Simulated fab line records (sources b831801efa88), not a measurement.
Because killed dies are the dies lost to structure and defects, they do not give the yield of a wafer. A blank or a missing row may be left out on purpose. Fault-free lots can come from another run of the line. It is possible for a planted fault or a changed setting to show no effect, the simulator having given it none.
Which of the tools did it?    flow gf180mcu    12 lots with 36 wafers sampled at 4 steps, on a route of 602 steps

WHAT EACH GAUGE READ, for each wafer
GF_VT_IMPLANT_TW_MEAS_43. Usual: for VT_IMPLANT_4_TW the level is 690 and the standard deviation is 7.
lot   measured      on             VT_IMPLANT_4_TW  flag
L237  day 7 15:35   film_metro-03  679 683 679      
L238  day 7 20:13   film_metro-02  690 687 686      
L241  day 8 11:43   film_metro-02  595 596 596      OFF
L245  day 9 14:47   film_metro-04  694 694 694      
L247  day 10 05:32  film_metro-04  604 603 607      OFF
L251  day 11 12:52  film_metro-04  693 695 692      
L253  day 12 01:20  film_metro-04  703 698 697      
L254  day 12 16:52  film_metro-03  678 678 678      
L255  day 12 17:48  film_metro-04  698 699 697      
L256  day 13 07:58  film_metro-02  697 695 695      
L257  day 13 12:07  film_metro-02  694 693 691      
L259  day 13 16:56  film_metro-03  678 682 684      

GF_VT_IMPLANT_RS_MEAS_46: measures by four-point-probe. Usual: for MVSD_RS the level is 456.7 ohm/sq and the standard deviation is 1.1.
lot   measured      on             MVSD_RS (ohm/sq)   flag
L237  day 7 15:49   film_metro-01  457.4 456.4 457.7  
L238  day 7 20:26   film_metro-01  457.6 455.9 456.6  
L241  day 8 11:56   film_metro-03  456.0 454.7 457.3  
L245  day 9 15:00   film_metro-03  455.8 456.8 456.8  
L247  day 10 05:46  film_metro-03  456.0 455.0 456.8  
L251  day 11 13:04  film_metro-01  456.4 457.4 456.3  
L253  day 12 01:34  film_metro-01  455.5 457.0 457.2  
L254  day 12 17:05  film_metro-02  455.2 456.4 456.5  
L255  day 12 18:02  film_metro-03  456.1 457.0 455.7  
L256  day 13 08:11  film_metro-02  458.7 459.0 457.6  
L257  day 13 12:20  film_metro-03  456.8 454.9 456.6  
L259  day 13 17:10  film_metro-02  456.2 455.3 455.6  

WHICH TOOL RAN EACH LOT (tool, then ch and the chambers of the sampled wafers, then the start)
lot   GF_VT_IMPLANT_STRIP_09                GF_VT_IMPLANT_IMPLANT_41
L237  plasma_asher-02 ch 1, day 5 18:58     implanter-01 ch 0, day 7 15:21
L238  plasma_asher-02 ch 0,1, day 5 23:41   implanter-03 ch 0, day 7 19:58
L241  plasma_asher-02 ch 0,1, day 6 12:49   implanter-03 ch 0, day 8 11:28
L245  plasma_asher-02 ch 0, day 7 13:19     implanter-02 ch 0, day 9 14:33
L247  plasma_asher-04 ch 0,1, day 8 02:34   implanter-03 ch 0, day 10 05:18
L251  plasma_asher-02 ch 1, day 9 07:22     implanter-02 ch 0, day 11 12:37
L253  plasma_asher-02 ch 0,1, day 9 17:55   implanter-02 ch 0, day 12 01:07
L254  plasma_asher-04 ch 0, day 10 08:58    implanter-02 ch 0, day 12 16:37
L255  plasma_asher-02 ch 0,1, day 10 09:19  implanter-01 ch 0, day 12 17:36
L256  plasma_asher-02 ch 0,1, day 10 22:37  implanter-03 ch 0, day 13 07:43
L257  plasma_asher-03 ch 0,1, day 11 03:22  implanter-03 ch 0, day 13 11:52
L259  plasma_asher-03 ch 0,1, day 11 08:02  implanter-02 ch 0, day 13 16:43
- GF_VT_IMPLANT_STRIP_09: strips in O2/N2.
- GF_VT_IMPLANT_IMPLANT_41

WHAT THE TOOLS THEMSELVES READ (means of the sampled wafers that have a number; where no wafer has one, the mark that the record gives instead)
GF_VT_IMPLANT_STRIP_09. Usual: drypump_motor_current_A 5.80 A, standard deviation 0.18; heater_power_w 330 W, standard deviation 26; oes_product_au 0.717 a.u., standard deviation 0.0051; strip_time_to_endpoint_s 12.65 s, standard deviation 0.036.
lot   tool             drypump_motor_current_A (A)  heater_power_w (W)  oes_product_au (a.u.)  strip_time_to_endpoint_s (s)  flag
L237  plasma_asher-02  5.80                         297                 0.718                  12.69                         
L238  plasma_asher-02  5.73                         307                 0.720                  12.64                         
L241  plasma_asher-02  5.65                         318                 0.718                  12.66                         
L245  plasma_asher-02  5.57                         327                 0.720                  12.61                         
L247  plasma_asher-04  6.01                         343                 0.715                  12.65                         
L251  plasma_asher-02  5.82                         295                 0.716                  12.68                         
L253  plasma_asher-02  5.73                         308                 0.716                  12.65                         
L254  plasma_asher-04  5.89                         325                 0.717                  12.60                         
L255  plasma_asher-02  5.75                         306                 0.711                  12.63                         
L256  plasma_asher-02  5.65                         317                 0.721                  12.66                         
L257  plasma_asher-03  5.77                         378                 0.718                  12.58                         
L259  plasma_asher-03  5.77                         378                 0.714                  12.66                         

GF_VT_IMPLANT_IMPLANT_41. Usual: dose_ions_cm2 1.0132e+12, standard deviation 1.2e+09; faraday_current_uA 5.72, standard deviation 0.12.
lot   tool          dose_ions_cm2  faraday_current_uA  flag
L237  implanter-01  1.0131e+12     5.57                
L238  implanter-03  1.0129e+12     5.75                
L241  implanter-03  6.3710e+11     3.63                OFF
L245  implanter-02  1.0133e+12     5.73                
L247  implanter-03  6.3873e+11     3.61                OFF
L251  implanter-02  1.0125e+12     5.71                
L253  implanter-02  1.0135e+12     5.82                
L254  implanter-02  1.0151e+12     5.76                
L255  implanter-01  1.0147e+12     5.75                
L256  implanter-03  1.0138e+12     5.65                
L257  implanter-03  1.0130e+12     5.77                
L259  implanter-02  1.0137e+12     5.85                

THE ANSWER, worked out from the rows above alone
Rule: lot off if the mean of its wafers having a number is beyond 3 standard deviations from the usual mean. A lot without any number at a reading at which 4 lots or more have one is off too. Any other lot the step has rows for is counted as sound. The gauges are gone through in route order, then the tools' own readings, and for those a lot's mean is taken as printed above. At the first step where some lot is off, the reading lying furthest off is the one used; lots without a number count as furthest.
Off: L241, L247, at GF_VT_IMPLANT_TW_MEAS_43 (VT_IMPLANT_4_TW).
A tool fits if, at a process step before that reading, it ran every lot that is off, and no sound lot after the first of them. The gauges at GF_VT_IMPLANT_TW_MEAS_43 aren't tried: what is off there is off at GF_VT_IMPLANT_IMPLANT_41 too, on other tools, and a gauge's error can't cause that. None of those tried fits.

WHAT HAD BEEN PUT IN BY THE SIMULATOR
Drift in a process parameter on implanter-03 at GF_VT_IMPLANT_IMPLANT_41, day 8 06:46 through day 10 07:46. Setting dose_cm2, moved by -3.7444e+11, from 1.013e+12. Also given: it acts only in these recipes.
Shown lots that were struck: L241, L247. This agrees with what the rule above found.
